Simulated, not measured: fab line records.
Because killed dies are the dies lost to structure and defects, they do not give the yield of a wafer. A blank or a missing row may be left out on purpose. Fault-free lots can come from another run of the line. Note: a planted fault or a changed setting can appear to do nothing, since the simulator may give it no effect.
Shared-tool check | flow sky130 | Lots sampled 13, wafers sampled 39

== WHY THIS WAS OPENED ==
At SKY_LDD_P_TW_MEAS_11 the reading LDD_P_TW is flagged on 1 of 13 lots. Wafers without a fault read 638, standard deviation 3.5.
Rule: a lot is flagged when every wafer of it that has a number lies more than 4 standard deviations from that mean, or none has a number. The rest of the lots are taken to be sound.

lot  | measured     | on            | LDD_P_TW, wafer by wafer | flag
L806 | day 19 04:53 | film_metro-01 | 637 634 638              |
L807 | day 19 14:41 | film_metro-03 | 640 643 641              |
L809 | day 20 00:33 | film_metro-02 | 637 637 638              |
L812 | day 22 06:41 | film_metro-03 | 30 30 30                 | FLAGGED
L811 | day 22 06:59 | film_metro-01 | 642 637 638              |
L819 | day 24 19:50 | film_metro-02 | 643 637 637              |
L820 | day 25 18:36 | film_metro-03 | 633 628 630              |
L823 | day 26 05:52 | film_metro-03 | 633 637 637              |
L822 | day 26 07:06 | film_metro-03 | 641 636 636              |
L825 | day 27 06:21 | film_metro-01 | 636 636 637              |
L826 | day 27 10:14 | film_metro-03 | 635 632 633              |
L827 | day 27 12:25 | film_metro-01 | 637 636 638              |
L828 | day 27 22:31 | film_metro-02 | 641 637 636              |
On average the flagged lots read 30, which is -608 against the usual, or -99 or more standard deviations.

== WHICH TOOL RAN EACH LOT ==
The record keeps 1 process step preceding the reading, out of 708 steps on the route. Read each cell as the tool, then ch plus the chambers that the sampled wafers visited, then the start.
lot  | flag    | SKY_LDD_P_EXPOSE_04
L806 |         | iline_stepper-01 ch 0, day 18 13:01
L807 |         | iline_stepper-02 ch 0, day 18 23:03
L809 |         | iline_stepper-01 ch 0, day 19 09:54
L812 | FLAGGED | iline_stepper-01 ch 0, day 21 15:41
L811 |         | iline_stepper-01 ch 0, day 21 15:48
L819 |         | iline_stepper-01 ch 0, day 24 03:28
L820 |         | iline_stepper-01 ch 0, day 25 03:14
L823 |         | iline_stepper-02 ch 0, day 25 14:59
L822 |         | iline_stepper-01 ch 0, day 25 16:17
L825 |         | iline_stepper-01 ch 0, day 26 15:08
L826 |         | iline_stepper-02 ch 0, day 26 20:04
L827 |         | iline_stepper-02 ch 0, day 26 21:24
L828 |         | iline_stepper-01 ch 0, day 27 08:16
What these steps do:
- SKY_LDD_P_EXPOSE_04: exposes mask PSDM, target cd 380 nm.
- SKY_LDD_P_TW_MEAS_11

== FLAGGED OVER TOTAL, TOOL BY TOOL (the gauges that took the reading come last) ==
step                 | tool             | lots run | flagged | share of the flagged lots | sound lots run after its first flagged lot
SKY_LDD_P_EXPOSE_04  | iline_stepper-01 | 9        | 1       | all                       | 6 (L811,L819,L820,L822,L825,L828)
SKY_LDD_P_EXPOSE_04  | iline_stepper-02 | 4        | 0       | none                      | -
SKY_LDD_P_TW_MEAS_11 | film_metro-01    | 4        | 0       | none                      | -
SKY_LDD_P_TW_MEAS_11 | film_metro-02    | 3        | 0       | none                      | -
SKY_LDD_P_TW_MEAS_11 | film_metro-03    | 6        | 1       | all                       | 4 (L820,L823,L822,L826)

== WHAT THE TABLE PERMITS ==
In 2 table rows, all flagged lots were run: iline_stepper-01 (SKY_LDD_P_EXPOSE_04), film_metro-03 (SKY_LDD_P_TW_MEAS_11).
- iline_stepper-01 at SKY_LDD_P_EXPOSE_04: 1 of its 9 lots flagged. Lots that were sound ran on it after the first flagged one (L811, L819, L820, L822, L825, L828); a persistent fault on the entire tool would not allow that.
- film_metro-03 at SKY_LDD_P_TW_MEAS_11: 1 of its 6 lots flagged. Lots that were sound ran on it after the first flagged one (L820, L823, L822, L826); a persistent fault on the entire tool would not allow that.
Not one row of the table ran every flagged lot while running no sound lot after the first.

== WHAT THE SIMULATOR HAD INSERTED ==
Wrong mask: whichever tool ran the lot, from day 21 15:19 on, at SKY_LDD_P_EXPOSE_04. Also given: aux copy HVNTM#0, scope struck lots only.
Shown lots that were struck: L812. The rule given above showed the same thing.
